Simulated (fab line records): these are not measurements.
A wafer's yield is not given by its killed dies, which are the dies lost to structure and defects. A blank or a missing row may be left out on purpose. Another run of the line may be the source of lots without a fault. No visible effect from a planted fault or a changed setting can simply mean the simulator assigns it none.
What tool caused it? + flow gf180mcu + 39 wafers from 13 lots sampled at 5 of the route's 602 steps

## WHAT THE GAUGES READ, wafer by wafer
GF_MVSD_OVL_MEAS_07. Usual: MVSD_OVL typically reads -0.1 nm, with standard deviation 1.4.
| lot  | measured     | on         | MVSD_OVL (nm)  | flag |
|------|--------------|------------|----------------|------|
| L968 | day 4 10:40  | overlay-02 | -1.4 -0.6 -0.8 |      |
| L969 | day 4 15:37  | overlay-02 | -0.3 0.2 1.8   |      |
| L970 | day 5 00:13  | overlay-01 | 1.1 -0.8 -1.0  |      |
| L971 | day 5 04:49  | overlay-01 | 1.3 1.2 0.0    |      |
| L972 | day 5 09:53  | overlay-01 | -1.9 -2.1 -1.5 |      |
| L973 | day 5 16:13  | overlay-01 | 0.8 1.8 1.8    |      |
| L974 | day 5 19:40  | overlay-01 | 1.6 0.7 0.7    |      |
| L977 | day 6 12:54  | overlay-02 | 0.1 0.8 0.0    |      |
| L980 | day 7 07:08  | overlay-02 | 2.0 1.9 -0.3   |      |
| L988 | day 9 08:29  | overlay-01 | 1.3 0.6 -0.2   |      |
| L989 | day 9 18:53  | overlay-02 | -2.5 0.2 0.1   |      |
| L990 | day 9 19:14  | overlay-02 | -1.5 -2.6 -0.6 |      |
| L991 | day 10 00:02 | overlay-01 | -2.1 -0.5 -0.3 |      |

GF_VT_IMPLANT_TW_MEAS_32. Usual: VT_IMPLANT_3_TW typically reads 270.6, with standard deviation 1.7.
| lot  | measured     | on            | VT_IMPLANT_3_TW   | flag |
|------|--------------|---------------|-------------------|------|
| L968 | day 6 21:10  | film-metro-02 | 269.5 271.2 271.1 |      |
| L969 | day 7 02:17  | film-metro-01 | 270.4 271.0 270.5 |      |
| L970 | day 7 11:07  | film-metro-01 | 270.5 273.3 271.7 |      |
| L971 | day 7 15:49  | film-metro-01 | 271.3 271.3 271.1 |      |
| L972 | day 7 21:02  | film-metro-01 | 270.8 271.3 272.1 |      |
| L973 | day 8 05:23  | film-metro-03 | 270.1 270.0 271.6 |      |
| L974 | day 8 10:23  | film-metro-01 | 270.9 272.6 272.7 |      |
| L977 | day 9 04:43  | film-metro-01 | 271.9 272.4 273.0 |      |
| L980 | day 10 02:41 | film-metro-03 | 268.8 269.4 270.4 |      |
| L988 | day 12 12:02 | film-metro-02 | 271.8 272.0 273.6 |      |
| L989 | day 12 23:04 | film-metro-03 | 268.3 270.5 268.5 |      |
| L990 | day 12 23:22 | film-metro-03 | 268.2 269.7 268.9 |      |
| L991 | day 13 04:28 | film-metro-01 | 274.1 271.9 273.1 |      |

GF_HV_LDD_OVL_MEAS_20. Usual: HV_LDD_01_OVL typically reads -0.9 nm, with standard deviation 1.2.
| lot  | measured     | on         | HV_LDD_01_OVL (nm) | flag |
|------|--------------|------------|--------------------|------|
| L968 | day 10 19:07 | overlay-01 | -1.4 -1.3 -0.3     |      |
| L969 | day 11 03:39 | overlay-01 | -2.2 -2.1 -3.5     |      |
| L970 | day 11 09:17 | overlay-02 | -2.0 -1.7 -1.4     |      |
| L971 | day 11 15:43 | overlay-02 | -1.4 0.3 0.4       |      |
| L972 | day 11 21:13 | overlay-01 | -2.3 -2.9 -0.3     |      |
| L973 | day 12 10:43 | overlay-01 | -2.1 -0.4 -0.1     |      |
| L974 | day 12 12:40 | overlay-02 | -2.6 -0.2 0.0      |      |
| L977 | day 13 13:25 | overlay-02 | -3.3 -1.2 -1.3     |      |
| L980 | day 14 12:33 | overlay-02 | -1.1 -2.5 -1.9     |      |
| L988 | day 17 06:24 | overlay-02 | -0.9 0.2 1.2       |      |
| L989 | day 17 20:34 | overlay-02 | 1.3 0.2 1.7        |      |
| L990 | day 17 19:55 | overlay-01 | 0.3 -1.2 0.0       |      |
| L991 | day 18 01:45 | overlay-02 | 1.1 -0.4 -0.2      |      |

GF_SALICIDE_THK_MEAS_05: measures by xrf. Usual: SALICIDE_TIN_THK typically reads 20.0 nm, with standard deviation 0.4.
| lot  | measured     | on            | SALICIDE_TIN_THK (nm) | flag |
|------|--------------|---------------|-----------------------|------|
| L968 | day 15 03:01 | film-metro-04 | 19.3 19.3 19.5        |      |
| L969 | day 15 13:47 | film-metro-02 | 20.1 20.2 20.2        |      |
| L970 | day 15 19:56 | film-metro-02 | 20.3 20.2 20.5        |      |
| L971 | day 16 03:31 | film-metro-04 | 19.6 19.9 20.0        |      |
| L972 | day 16 09:23 | film-metro-03 | 19.7 19.6 19.7        |      |
| L973 | day 17 03:53 | film-metro-02 | 20.4 20.0 20.5        |      |
| L974 | day 17 04:11 | film-metro-03 | 20.1 20.1 20.3        |      |
| L977 | day 18 08:16 | film-metro-02 | 20.2 20.2 19.8        |      |
| L980 | day 19 11:34 | film-metro-04 | 19.5 17.9 18.0        | OFF  |
| L988 | day 22 11:56 | film-metro-04 | 20.4 19.8 20.3        |      |
| L989 | day 23 01:28 | film-metro-04 | 19.7 19.4 19.0        |      |
| L990 | day 23 00:58 | film-metro-03 | 20.3 20.3 19.9        |      |
| L991 | day 23 06:18 | film-metro-02 | 20.5 19.9 20.6        |      |

## WHAT TOOL EACH LOT RAN ON (gives the tool, then ch and the chambers of the sampled wafers, and finally the start)
| lot  | GF_SALICIDE_SPUTTER_03       |
|------|------------------------------|
| L968 | pvd-sputter-02, day 15 02:52 |
| L969 | pvd-sputter-01, day 15 13:37 |
| L970 | pvd-sputter-01, day 15 19:47 |
| L971 | pvd-sputter-02, day 16 03:22 |
| L972 | pvd-sputter-02, day 16 09:14 |
| L973 | pvd-sputter-01, day 17 03:44 |
| L974 | pvd-sputter-02, day 17 04:02 |
| L977 | pvd-sputter-02, day 18 08:07 |
| L980 | pvd-sputter-02, day 19 11:23 |
| L988 | pvd-sputter-03, day 22 11:46 |
| L989 | pvd-sputter-01, day 23 01:19 |
| L990 | pvd-sputter-03, day 23 00:49 |
| L991 | pvd-sputter-01, day 23 06:08 |
- GF_SALICIDE_SPUTTER_03: material TiN, target thk 20 nm, time 16.7 s.

## WHAT THE TOOLS THEMSELVES READ (means of the sampled wafers that have a number; where no wafer has one, the mark that the record gives instead)
GF_SALICIDE_SPUTTER_03. Usual: 30.3 % for throttle-valve-pct, sd 0.67.
| lot  | tool           | throttle-valve-pct (%) | flag |
|------|----------------|------------------------|------|
| L968 | pvd-sputter-02 | 29.9                   |      |
| L969 | pvd-sputter-01 | 30.0                   |      |
| L970 | pvd-sputter-01 | 30.7                   |      |
| L971 | pvd-sputter-02 | 29.7                   |      |
| L972 | pvd-sputter-02 | 29.9                   |      |
| L973 | pvd-sputter-01 | 30.6                   |      |
| L974 | pvd-sputter-02 | 29.7                   |      |
| L977 | pvd-sputter-02 | 29.9                   |      |
| L980 | pvd-sputter-02 | 30.0                   |      |
| L988 | pvd-sputter-03 | 30.8                   |      |
| L989 | pvd-sputter-01 | 31.0                   |      |
| L990 | pvd-sputter-03 | 30.4                   |      |
| L991 | pvd-sputter-01 | 30.4                   |      |

## THE ANSWER, worked out from the rows above alone
Rule: a lot is off if the mean of its wafers that have a number lies more than 3 standard deviations from the usual mean. Also off: a lot with no number at a reading for which 4 or more lots have one. All remaining lots with rows at the step are treated as sound. After the gauges, taken in route order, come the tools' own readings; for these a lot's mean is taken, as printed above. At the first step where some lot is off, the reading lying furthest off is the one used; lots without a number count as furthest.
Off: L980, seen at GF_SALICIDE_THK_MEAS_05 (SALICIDE_TIN_THK).
If a tool, at a process step before that reading, ran all the lots that are off and no sound lot after the first of them, it fits. Those tools and the gauges at GF_SALICIDE_THK_MEAS_05 are tried in the same way. One candidate fits, namely pvd-sputter-02 at GF_SALICIDE_SPUTTER_03. Its last sound lot is L977 (day 18 08:07), its first lot that is off L980 (day 19 11:23): a fault that began between those two fits.

## WHAT THE SIMULATOR PUT IN
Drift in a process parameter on pvd-sputter-02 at GF_SALICIDE_SPUTTER_03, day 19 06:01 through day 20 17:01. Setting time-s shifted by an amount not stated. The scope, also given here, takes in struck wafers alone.
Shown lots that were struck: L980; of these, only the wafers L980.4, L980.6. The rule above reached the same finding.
